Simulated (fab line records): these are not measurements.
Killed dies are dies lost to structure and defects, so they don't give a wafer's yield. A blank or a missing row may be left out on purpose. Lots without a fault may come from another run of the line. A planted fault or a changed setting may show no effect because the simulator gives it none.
A struck lot beside a sound one ; flow gf180mcu ; 14 steps out of a route of 602
Sound: the wafers L254.2, L254.3, L254.4. The struck wafers were L268.4, L268.5, L268.6. At the end, the cause is stated.
At each step with rows: each side's tool, then ch and its chambers, then its first start. Under that, the readings that differ: sound wafers ; struck wafers ; difference of the means ; sigmas: that difference in standard deviations of wafers without a fault.
alike: readings with means less than 2 such deviations apart, plus words and numbers identical on both sides. not compared: withheld readings, readings lacking a value on some wafer, bounds such as >300 that could conceal the same value, and numbers that have no deviation in the record and whose values overlap.
Wherever a step has rows on one side only, a row that says differs or no value, or a row with sigmas, the two part there. Numbers that have no deviation but don't overlap get no sigmas and don't part them. A reading missing from all wafers of one side parts the sides only when that side holds two or more wafers.

GF_M2_SPUTTER_01: material TiN, target thk 30 nm, time 25 s.
  struck on pvd-sputter-03, day 24 04:54; sound on pvd-sputter-04, day 19 13:58
  alike: chamber-pressure-pa, throttle-valve-pct
GF_M2_SPUTTER_02: material AlCu, target thk 450 nm, time 23.9 s.
  struck on pvd-sputter-03, day 24 04:56; sound on pvd-sputter-04, day 19 13:59
  alike: chamber-pressure-pa, throttle-valve-pct
GF_M2_SPUTTER_03: material Ti, target thk 10 nm, time 6.7 s.
  struck on pvd-sputter-03, day 24 04:58; sound on pvd-sputter-04, day 19 14:01
reading;sound;struck;difference;sigmas
chamber-pressure-pa (Pa);0.3003 0.3008 0.3009;0.3000 0.2986 0.2998;-0.0012;-2
  alike: throttle-valve-pct
GF_M2_SPUTTER_04: material TiN, target thk 50 nm, time 41.7 s.
  struck on pvd-sputter-03, day 24 04:59; sound on pvd-sputter-04, day 19 14:02
  alike: chamber-pressure-pa, throttle-valve-pct
GF_M2_RS_MEAS_05: a four-point-probe measurement.
  struck on film-metro-01, day 24 05:05; sound on film-metro-03, day 19 14:06
  alike: M2_ALCU_RS
GF_M2_THK_MEAS_06: measures by xrf.
  struck on film-metro-01, day 24 05:10; sound on film-metro-03, day 19 14:13
  alike: M2_ALCU_THK
then, 6 steps without rows for these wafers: GF_M2_DEHYDRATE_07 (time 60 s); GF_M2_HMDS_08 (prime time 60 s); GF_M2_COAT_09 (resist thk 1000 nm); GF_M2_SOFTBAKE_10 (time 60 s); GF_M2_EXPOSE_11 (exposes mask Metal2, target cd 280 nm); GF_M2_PEB_12 (peb time 90 s).
GF_M2_DEVELOP_13: develop time 60 s.
  sound on litho-track-03 ch 0, day 20 14:11; struck on litho-track-03, day 25 02:23
  no value came back on the struck wafers for chill-plate-temp-C (C), develop-time-s (s); on the sound wafers chill-plate-temp-C (C) reads 22.88 22.93 22.99
reading;sound;struck;difference;sigmas
model.KrF_of_M2_COAT_09.thk-nm (nm);995.3 991.6 990.7;998.6 997.4 995.8;+4.7;
GF_M2_CD_MEAS_14: target cd 280 nm.
  struck on cd-sem-01, day 25 02:31; sound on cd-sem-02, day 20 14:20
reading;sound;struck;difference;sigmas
cd-nm (nm);279.6 279.1 279.2;- - -;no value on the struck wafers;

== WHERE THEY PART ==
Last at GF_M2_CD_MEAS_14 as far as this record goes, first at GF_M2_SPUTTER_03.

WHY: what had been put in by the simulator
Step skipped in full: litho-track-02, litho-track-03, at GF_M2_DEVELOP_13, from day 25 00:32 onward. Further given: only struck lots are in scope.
